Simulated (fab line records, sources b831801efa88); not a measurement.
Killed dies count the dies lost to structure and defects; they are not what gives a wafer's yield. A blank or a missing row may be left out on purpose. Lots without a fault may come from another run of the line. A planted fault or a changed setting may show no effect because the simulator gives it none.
Which tool is to blame? + flow gf180mcu + 14 lots, 40 wafers sampled, at 5 steps of a route of 602

== WHAT THE GAUGES READ, wafer by wafer ==
GF_MVPSD_TW_MEAS_11. Usual: MVPSD_TW 551, standard deviation 4.7.
| lot  | measured     | on            | MVPSD_TW    | flag |
|------|--------------|---------------|-------------|------|
| L386 | day 5 08:47  | film_metro-04 | 546 548 547 |      |
| L387 | day 5 14:36  | film_metro-02 | 547 547 546 |      |
| L388 | day 5 14:47  | film_metro-04 | 549 547 545 |      |
| L392 | day 6 16:01  | film_metro-01 | 559 559     |      |
| L393 | day 7 04:34  | film_metro-02 | 547 549     |      |
| L398 | day 8 13:49  | film_metro-02 | 548 550 547 |      |
| L399 | day 9 02:19  | film_metro-04 | 551 547 552 |      |
| L401 | day 9 03:51  | film_metro-04 | 548 550 546 |      |
| L402 | day 9 08:54  | film_metro-04 | 549 546 550 |      |
| L403 | day 9 14:55  | film_metro-04 | 549 548 549 |      |
| L405 | day 9 19:22  | film_metro-01 | 556 557 556 |      |
| L406 | day 9 22:37  | film_metro-01 | 555 556 556 |      |
| L408 | day 10 11:08 | film_metro-01 | 563 559 563 |      |
| L409 | day 10 15:06 | film_metro-04 | 549 549 550 |      |

GF_VT_IMPLANT_TW_MEAS_10. Usual: VT_IMPLANT_TW 565, standard deviation 5.1.
| lot  | measured     | on            | VT_IMPLANT_TW | flag |
|------|--------------|---------------|---------------|------|
| L386 | day 5 22:04  | film_metro-02 | 557 562 556   |      |
| L387 | day 6 02:12  | film_metro-03 | 562 566 564   |      |
| L388 | day 6 02:49  | film_metro-02 | 557 557 557   |      |
| L392 | day 7 06:58  | film_metro-01 | 568 569       |      |
| L393 | day 7 19:55  | film_metro-01 | 570 570       |      |
| L398 | day 9 06:34  | film_metro-03 | 567 568 567   |      |
| L399 | day 9 19:31  | film_metro-03 | 568 566 569   |      |
| L401 | day 9 21:06  | film_metro-03 | 568 566 565   |      |
| L402 | day 10 02:15 | film_metro-01 | 573 571 573   |      |
| L403 | day 10 08:32 | film_metro-01 | 574 571 573   |      |
| L405 | day 10 13:15 | film_metro-02 | 557 555 558   |      |
| L406 | day 10 16:46 | film_metro-02 | 559 558 559   |      |
| L408 | day 11 04:48 | film_metro-03 | 566 570 568   |      |
| L409 | day 11 09:35 | film_metro-01 | 571 568 571   |      |

GF_VT_IMPLANT_RS_MEAS_48: a four-point-probe measurement. Usual: LVPWELL_RS 1196.7 ohm/sq, standard deviation 3.
| lot  | measured     | on            | LVPWELL_RS (ohm/sq)  | flag |
|------|--------------|---------------|----------------------|------|
| L386 | day 7 18:52  | film_metro-04 | 1195.3 1193.7 1192.2 |      |
| L387 | day 8 00:37  | film_metro-02 | 1196.1 1197.3 1197.0 |      |
| L388 | day 8 01:39  | film_metro-01 | 1198.0 1200.0 1195.1 |      |
| L392 | day 9 07:16  | film_metro-04 | 1165.4 1193.5        | OFF  |
| L393 | day 9 21:30  | film_metro-04 | 1170.6 1195.6        | OFF  |
| L398 | day 11 13:11 | film_metro-04 | 1195.8 1197.7 1196.2 |      |
| L399 | day 12 03:22 | film_metro-02 | 1200.3 1197.6 1196.2 |      |
| L401 | day 12 04:04 | film_metro-04 | 1200.1 1196.6 1198.0 |      |
| L402 | day 12 10:36 | film_metro-01 | 1195.5 1196.7 1193.1 |      |
| L403 | day 12 17:39 | film_metro-01 | 1196.1 1198.6 1197.8 |      |
| L405 | day 12 22:00 | film_metro-02 | 1198.9 1200.5 1198.0 |      |
| L406 | day 13 02:28 | film_metro-02 | 1199.5 1193.0 1194.3 |      |
| L408 | day 13 17:28 | film_metro-01 | 1193.7 1194.8 1196.6 |      |
| L409 | day 13 19:49 | film_metro-02 | 1194.3 1188.7 1191.8 |      |

GF_VT_IMPLANT_RS_MEAS_49: a four-point-probe measurement. Usual: MVPSD_RS 1168 ohm/sq, standard deviation 3.4.
| lot  | measured     | on            | MVPSD_RS (ohm/sq) | flag |
|------|--------------|---------------|-------------------|------|
| L386 | day 7 18:59  | film_metro-04 | 1170 1168 1168    |      |
| L387 | day 8 00:44  | film_metro-02 | 1170 1175 1168    |      |
| L388 | day 8 01:46  | film_metro-01 | 1164 1162 1167    |      |
| L392 | day 9 07:23  | film_metro-04 | 1171 1171         |      |
| L393 | day 9 21:37  | film_metro-04 | 1177 1178         |      |
| L398 | day 11 13:18 | film_metro-04 | 1167 1168 1171    |      |
| L399 | day 12 03:29 | film_metro-02 | 1167 1169 1165    |      |
| L401 | day 12 04:11 | film_metro-04 | 1166 1168 1166    |      |
| L402 | day 12 10:43 | film_metro-01 | 1169 1169 1167    |      |
| L403 | day 12 17:46 | film_metro-01 | 1168 1171 1169    |      |
| L405 | day 12 22:07 | film_metro-02 | 1168 1166 1169    |      |
| L406 | day 13 02:35 | film_metro-02 | 1165 1167 1167    |      |
| L408 | day 13 17:35 | film_metro-01 | 1164 1169 1168    |      |
| L409 | day 13 19:56 | film_metro-02 | 1167 1169 1167    |      |

== TOOL THAT RAN EACH LOT (tool first, then ch and the chambers of the sampled wafers, then the start) ==
| lot  | GF_LVPWELL_IMPLANT_09          |
|------|--------------------------------|
| L386 | implanter-01 ch 0, day 4 06:36 |
| L387 | implanter-04 ch 0, day 4 12:02 |
| L388 | implanter-01 ch 0, day 4 12:36 |
| L392 | implanter-01 ch 0, day 5 11:10 |
| L393 | implanter-01 ch 0, day 5 21:51 |
| L398 | implanter-03 ch 0, day 7 06:28 |
| L399 | implanter-03 ch 0, day 7 18:27 |
| L401 | implanter-04 ch 0, day 7 18:48 |
| L402 | implanter-04 ch 0, day 8 00:24 |
| L403 | implanter-03 ch 0, day 8 05:18 |
| L405 | implanter-03 ch 0, day 8 10:32 |
| L406 | implanter-04 ch 0, day 8 11:09 |
| L408 | implanter-04 ch 0, day 9 00:17 |
| L409 | implanter-03 ch 0, day 9 03:29 |
- GF_LVPWELL_IMPLANT_09

== WHAT THE TOOLS THEMSELVES READ (means of the sampled wafers that have a number; where no wafer has one, the mark that the record gives instead) ==
GF_LVPWELL_IMPLANT_09. Usual: beam_on_s 10.03 s, standard deviation 0.2; faraday_current_uA 28.1, standard deviation 0.55.
| lot  | tool         | beam_on_s (s) | faraday_current_uA | flag |
|------|--------------|---------------|--------------------|------|
| L386 | implanter-01 | 10.19         | 27.7               |      |
| L387 | implanter-04 | 9.92          | 28.4               |      |
| L388 | implanter-01 | 9.98          | 28.3               |      |
| L392 | implanter-01 | 11.06         | 25.7               | OFF  |
| L393 | implanter-01 | 10.76         | 26.3               | OFF  |
| L398 | implanter-03 | 10.12         | 27.9               |      |
| L399 | implanter-03 | 9.83          | 28.7               |      |
| L401 | implanter-04 | 10.13         | 27.8               |      |
| L402 | implanter-04 | 9.86          | 28.6               |      |
| L403 | implanter-03 | 10.03         | 28.0               |      |
| L405 | implanter-03 | 10.11         | 27.9               |      |
| L406 | implanter-04 | 10.21         | 27.7               |      |
| L408 | implanter-04 | 10.08         | 27.9               |      |
| L409 | implanter-03 | 10.16         | 27.8               |      |

== THE ANSWER, worked out from the rows above alone ==
Rule: a lot is off if the mean of its wafers that have a number lies more than 3 standard deviations from the usual mean. A lot without any number at a reading at which 4 lots or more have one is off too. All remaining lots with rows at the step are treated as sound. After the gauges, taken in route order, come the tools' own readings; for these a lot's mean is taken, as printed above. The first step at which some lot is off is used, and at that step the reading that is off furthest; a lot without a number counts as furthest.
Off: L392, L393, seen at GF_VT_IMPLANT_RS_MEAS_48 (LVPWELL_RS).
A tool fits if, at a process step before that reading, it ran every lot that is off, and no sound lot after the first of them. The gauges at GF_VT_IMPLANT_RS_MEAS_48 aren't tried: what is off there is off at GF_LVPWELL_IMPLANT_09 too, on other tools, and a gauge's error can't cause that. One fits: implanter-01 at GF_LVPWELL_IMPLANT_09. Its last sound lot is L388 (day 4 12:36), its first lot that is off L392 (day 5 11:10): a fault that began between those two fits.
The tool's own readings at GF_LVPWELL_IMPLANT_09 bear it out: on the lots that are off they differ by more than 5 times the standard deviation of the sound lots' means. beam_on_s reads 10.91 s there against 10.05 s on the sound lots; faraday_current_uA reads 26.0 there against 28.1 on the sound lots.

== WHAT THE SIMULATOR PUT IN ==
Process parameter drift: implanter-01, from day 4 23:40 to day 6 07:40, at GF_LVPWELL_IMPLANT_09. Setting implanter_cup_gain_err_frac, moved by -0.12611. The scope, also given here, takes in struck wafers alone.
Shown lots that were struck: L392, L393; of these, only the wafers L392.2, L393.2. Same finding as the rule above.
